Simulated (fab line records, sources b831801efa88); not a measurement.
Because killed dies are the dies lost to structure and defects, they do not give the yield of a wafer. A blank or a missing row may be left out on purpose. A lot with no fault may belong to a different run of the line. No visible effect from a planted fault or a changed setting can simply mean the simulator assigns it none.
Chamber matching    flow gf180mcu    pecvd-01 running GF_MIM_CVD_05: 3 sister chambers
The step deposits Si3N4, target thk 42 nm, time 29.086 s. 14 wafers are shown with their chamber, then 7 later ones without.

== WAFERS, EACH WITH ITS CHAMBER ==
wafer   chamber  heater_power_w (W)
L084.1  0        635
L084.2  2        622
L084.3  1        657
L084.4  2        615
L084.5  1        660
L084.6  0        646
L086.1  2        710
L086.4  2        695
L086.6  1        692
L092.4  2        706
L092.5  1        676
L092.6  0        629
L093.3  0        623
L093.5  1        564

SIGNATURES, as means of the wafers listed above
reading         chamber 0  chamber 1  chamber 2  scatter within a chamber
heater_power_w  633.25     649.80     669.60     41.7
Rule: distance of a wafer from a chamber = root of the sum over the readings of ((wafer's reading minus chamber's mean) / reading's scatter) squared. If the next closest chamber is less than 2 further off than the closest, the wafer can't be placed; otherwise it belongs to the closest. How the scatter is found: for the shown wafers, subtract from each reading the mean of its chamber, square and add these, divide the total by (wafers less chambers), then take the root.

== WAFERS MISSING THEIR CHAMBER ==
wafer   heater_power_w (W)
L093.6  666
L095.1  706
L095.2  612
L095.3  646
L096.2  665
L096.3  616
L096.4  674

== WHICH CHAMBER EACH WENT THROUGH ==
wafer   from the rows above           in truth
L093.6  can't be placed: 2 or 1 or 0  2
L095.1  can't be placed: 2 or 1 or 0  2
L095.2  can't be placed: 0 or 1 or 2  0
L095.3  can't be placed: 1 or 0 or 2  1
L096.2  can't be placed: 2 or 1 or 0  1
L096.3  can't be placed: 0 or 1 or 2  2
L096.4  can't be placed: 2 or 1 or 0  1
Correct placement for 0 of the 7. These rows do not allow placing 7 (true chamber among the candidates in 7). Wrongly placed: 0.
